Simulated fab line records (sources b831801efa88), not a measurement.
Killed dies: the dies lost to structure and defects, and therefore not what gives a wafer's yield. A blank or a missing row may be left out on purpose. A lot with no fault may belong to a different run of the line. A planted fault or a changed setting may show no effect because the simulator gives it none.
A lot that was struck, set against a sound lot | flow sky130 | 43 out of 708 route steps
Sound: these wafers, L265.1, L265.3, L265.5. Wafers struck: L276.1, L276.4, L276.6. The cause comes at the end.
At each step with rows: each side's tool, then ch and its chambers, then its first start. Under that, the readings that differ: sound wafers | struck wafers | difference of the means | sigmas: that difference in standard deviations of wafers without a fault.
alike: same words and numbers on both sides, and readings whose means sit less than 2 such deviations apart. not compared: any withheld reading, any reading some wafer has no value for, any bound like >300 that may hide the same value, and any number with overlapping values for which the record gives no deviation.
Wherever a step has rows on one side only, a row that says differs or no value, or a row with sigmas, the two part there. Numbers that don't overlap but have no deviation are shown without sigmas and don't part them. Lack of a reading on every wafer of one side parts them only where that side has two or more wafers.

SKY_LOCAL_INTERCONNECT_THK_MEAS_02: measures by xrf.
  struck on filmMetro-01, day 34 08:40; sound on filmMetro-01, day 30 12:55
  alike: LOCAL_INTERCONNECT_TIN_THK
then, 8 steps without rows for these wafers: SKY_LOCAL_INTERCONNECT_DEHYDRATE_03 (time 60 s); SKY_LOCAL_INTERCONNECT_HMDS_04 (prime time 60 s); SKY_LOCAL_INTERCONNECT_COAT_05 (resist thk 60 nm); SKY_LOCAL_INTERCONNECT_COAT_06 (resist thk 450 nm); SKY_LOCAL_INTERCONNECT_SOFTBAKE_07 (time 90 s); SKY_LOCAL_INTERCONNECT_EXPOSE_08 (exposes mask LI1M, target cd 170 nm); SKY_LOCAL_INTERCONNECT_PEB_09; SKY_LOCAL_INTERCONNECT_DEVELOP_10 (develop time 60 s).
SKY_LOCAL_INTERCONNECT_CD_MEAS_11: the cd target is 170 nm.
  struck on cdSem-01, day 35 10:27; sound on cdSem-01, day 31 15:48
reading   | sound             | struck            | difference | sigmas
cdNm (nm) | 171.7 170.9 171.5 | 167.8 167.5 167.3 | -3.8       | -2
SKY_LOCAL_INTERCONNECT_OVL_MEAS_12:
  struck on overlay-01, day 35 10:34; sound on overlay-02, day 31 15:55
reading                     | sound    | struck  | difference | sigmas
LOCAL_INTERCONNECT_OVL (nm) | -4 -1 -2 | 10 7 16 | +13        | +2
SKY_LOCAL_INTERCONNECT_ETCH_13: etches BARC in N2/H2, stops on SiO2, time 45.9 s, target depth 60 nm.
  sound on rieMetal-02 ch 0, day 31 15:57; struck on rieMetal-01 ch 1, day 35 10:36
  alike: drypumpMotorCurrentA, h2FlowSccm, oesProductAu, throttleValvePct
  not compared: rfHoursCounterH
SKY_LOCAL_INTERCONNECT_METAL_ETCH_14: etches TiN in Cl2/BCl3, stops on PSG, target depth 110 nm, time 31.4 s.
  sound on rieMetal-02 ch 0, day 31 16:05; struck on rieMetal-01 ch 1, day 35 10:40
  alike: drypumpMotorCurrentA, mfcCl2Sccm, oesProductAu, throttleValvePct
  not compared: rfHoursCounterH
then, 4 steps without rows for these wafers: SKY_LOCAL_INTERCONNECT_STRIP_15 (strips in O2/N2); SKY_LOCAL_INTERCONNECT_STRIP_16 (strips in post etch residue remover, time 1200 s); SKY_LOCAL_INTERCONNECT_CLEAN_17 (cleans in IPA, time 180 s); SKY_LOCAL_INTERCONNECT_CLEAN_18 (cleans in O3/DIW).
SKY_CONTACT_CVD_00: deposits Si3N4, target thk 75 nm.
  sound on pecvd-01 ch 0,1,2, day 31 16:47; struck on pecvd-02 ch 1,2, day 35 11:25
  alike: heaterPowerW
SKY_CONTACT_THK_MEAS_01:
  struck on filmMetro-04, day 35 11:27; sound on filmMetro-03, day 31 16:49
  alike: CONTACT_CVD_00_THK
then, 1 step without rows for these wafers: SKY_CONTACT_HDPCVD_02 (deposits SiO2, target thk 565 nm, time 94.2 s).
SKY_CONTACT_THK_MEAS_03:
  struck on filmMetro-02, day 35 11:35; sound on filmMetro-04, day 31 16:57
  alike: CONTACT_HDPCVD_THK
then, 1 step without rows for these wafers: SKY_CONTACT_CMP_04 (polishes SiO2).
SKY_CONTACT_BOW_MEAS_05:
  struck on filmMetro-02, day 35 11:56; sound on filmMetro-04, day 31 17:19
  alike: CONTACT_BOW
then, 8 steps without rows for these wafers: SKY_CONTACT_DEHYDRATE_06 (time 60 s); SKY_CONTACT_HMDS_07 (prime time 60 s); SKY_CONTACT_COAT_08 (resist thk 60 nm); SKY_CONTACT_COAT_09 (resist thk 446 nm); SKY_CONTACT_SOFTBAKE_10 (time 90 s); SKY_CONTACT_EXPOSE_11 (exposes mask CTM1, target cd 170 nm); SKY_CONTACT_PEB_12; SKY_CONTACT_DEVELOP_13 (develop time 60 s).
SKY_CONTACT_CD_MEAS_14: the cd target is 170 nm.
  struck on cdSem-01, day 36 14:23; sound on cdSem-02, day 32 21:00
  alike: cdNm
SKY_CONTACT_OVL_MEAS_15:
  struck on overlay-02, day 36 14:30; sound on overlay-02, day 32 21:07
  alike: CONTACT_OVL
then, 1 step without rows for these wafers: SKY_CONTACT_ETCH_16 (etches BARC in N2/H2, stops on SiO2, time 45.9 s, target depth 60 nm).
SKY_CONTACT_ETCH_17: etches SiO2 in C4F8/O2/Ar, stops on Si3N4, target depth 340 nm.
  sound on rieDiel-04 ch 1,2,3, day 32 21:12; struck on rieDiel-03 ch 2,3, day 36 14:34
  alike: oesProductAu
then, 1 step without rows for these wafers: SKY_CONTACT_ETCH_18 (etches Si3N4 in CHF3/O2, stops on TiN, time 39 s, target depth 75 nm).
SKY_CONTACT_STRIP_19: strips in O2/N2.
  sound on plasmaAsher-02 ch 0,1, day 32 21:17; struck on plasmaAsher-01 ch 0,1, day 36 14:40
reading             | sound             | struck            | difference | sigmas
oesProductAu (a.u.) | 0.369 0.374 0.367 | 0.388 0.382 0.375 | +0.012     | +3
  alike: drypumpMotorCurrentA, stripTimeToEndpointS
  not compared: rfHoursCounterH
then, 3 steps without rows for these wafers: SKY_CONTACT_STRIP_20 (strips in post etch residue remover, time 1200 s); SKY_CONTACT_CLEAN_21 (cleans in IPA, time 180 s); SKY_CONTACT_CLEAN_22 (cleans in O3/DIW).
SKY_CONTACT_SPUTTER_23: material TiN, target thk 20 nm, time 80 s.
  struck on pvdSputter-01, day 36 15:36; sound on pvdSputter-02, day 32 21:53
  alike: throttleValvePct
then, 1 step without rows for these wafers: SKY_CONTACT_CVD_24 (deposits W, target thk 340 nm, time 102.12 s).
-- the record jumps here: 13 days lie between the struck wafers' starts before and after (it left off in module CONTACT and takes up again in module PAD_OPEN, whose first step shown is number 708 of the route) --
SKY_PAD_OPEN_PROBE_99:
  struck on prober-01, day 49 09:28; sound on prober-02, day 46 17:50
reading          | sound    | struck                                                                  | difference                   | sigmas
hold             | - - -    | awaitDispo/1.9h/release awaitDispo/1.9h/release awaitDispo/1.9h/release | no value on the sound wafers | 
killedAtContacts | 21 27 27 | 81 91 92                                                                | +63                          | +12
killedDies       | 89 95 84 | 154 141 155                                                             | +61                          | +6
  alike: killed_at_M0_to_M3, killed_at_M4_up, killedAtFrontEnd, killedAtOther, killedOpen, killedShort

== WHERE THEY PART ==
Last at SKY_PAD_OPEN_PROBE_99 as far as this record goes, first at SKY_LOCAL_INTERCONNECT_CD_MEAS_11.

WHY: the cause the simulator had injected
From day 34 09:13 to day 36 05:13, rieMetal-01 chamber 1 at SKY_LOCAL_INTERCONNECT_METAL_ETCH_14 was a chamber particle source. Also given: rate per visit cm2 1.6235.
